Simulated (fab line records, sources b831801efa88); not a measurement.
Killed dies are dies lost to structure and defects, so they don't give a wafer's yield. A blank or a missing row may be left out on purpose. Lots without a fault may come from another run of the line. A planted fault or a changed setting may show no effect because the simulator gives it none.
One fault seen from 2 desks | flow gf180mcu | each desk has only its own numbers; what lay behind them comes last

THE METROLOGY DESK
What the gauges read, lot by lot, whatever tool the lot ran on: means of the sampled wafers that have a number. A lot is out of limits, marked OUT, if its mean lies more than 4 standard deviations from the usual mean; the brackets give that distance.
Columns: A = cd_nm at GF_POLY_GATE_CD_MEAS_10, usual 280.1 nm; B = HV_LDD_4_TW at GF_HV_LDD_TW_MEAS_50, usual 570; C = V2_CVD_00_THK at GF_V2_THK_MEAS_01, usual 598 nm
lot  | first seen here | A     | B              | C
L929 | day 9 10:23     | 279.3 | 561            | 606
L931 | day 10 00:08    | 280.6 | 571            | 590
L933 | day 10 08:44    | 280.5 | 569            | 597
L934 | day 10 18:35    | 279.0 | 573            | 600
L935 | day 10 23:19    | 282.5 | 570            | 601
L936 | day 11 08:43    | 281.5 | 571            | 605
L937 | day 11 12:52    | 279.1 | 564            | 598
L938 | day 11 17:39    | 280.5 | 511 (-9.1) OUT | 600
L940 | day 12 09:39    | 279.4 | 501 (-11) OUT  | 600
L942 | day 13 03:46    | 279.4 | 560            | 591
L947 | day 14 10:59    | 281.0 | 568            | 604
L948 | day 14 20:22    | 281.1 | 576            | 596
L949 | day 15 05:49    | 281.3 | 575            | 591
L950 | day 15 10:33    | 278.4 | 573            | 592
This desk's finding: out of limits on L938, L940; first on L938, day 15 06:12 (HV_LDD_4_TW at GF_HV_LDD_TW_MEAS_50). In limits: L929, L931, L933, L934, L935, L936, L937, L942, L947, L948, L949, L950.

THE TOOL OWNER'S DESK: implanter-03
The tool's own readings at GF_HV_LDD_IMPLANT_48: means of the sampled wafers that have a number, for each lot that ran on this tool. A lot is out of limits, marked OUT, if its mean lies more than 4 standard deviations from the usual mean; the brackets give that distance.
Columns: A = dose_ions_cm2 at GF_HV_LDD_IMPLANT_48, usual 2.999e+13; B = faraday_current_uA at GF_HV_LDD_IMPLANT_48, usual 169
lot  | first seen here | A                           | B
L935 | day 14 08:27    | 3.000e+13                   | 171
L936 | day 14 19:11    | 3.002e+13                   | 169
L937 | day 15 01:36    | 2.998e+13                   | 166
L938 | day 15 05:59    | 2.101e+13 (-99 or more) OUT | 120 (-15) OUT
L940 | day 15 23:47    | 2.103e+13 (-99 or more) OUT | 117 (-16) OUT
This desk's finding: out of limits on L938, L940; first on L938, day 15 05:59 (dose_ions_cm2 at GF_HV_LDD_IMPLANT_48). In limits: L935, L936, L937.

PUT TOGETHER
The tool owner's desk could have raised an alarm at day 15 05:59, on L938, L940.
The metrology desk could have raised an alarm at day 15 06:12, on L938, L940.
Of the lots named, all ran GF_HV_LDD_IMPLANT_48 on implanter-03.

WHAT THE SIMULATOR HAD PUT IN
Process parameter drift: implanter-03, from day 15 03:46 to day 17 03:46, at GF_HV_LDD_IMPLANT_48. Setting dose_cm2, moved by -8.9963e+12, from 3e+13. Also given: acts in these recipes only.
Lots struck among those shown: L938, L940.
Hours from the fault's start to each desk's first reading out of limits: the tool owner's desk, 2; the metrology desk, 2.
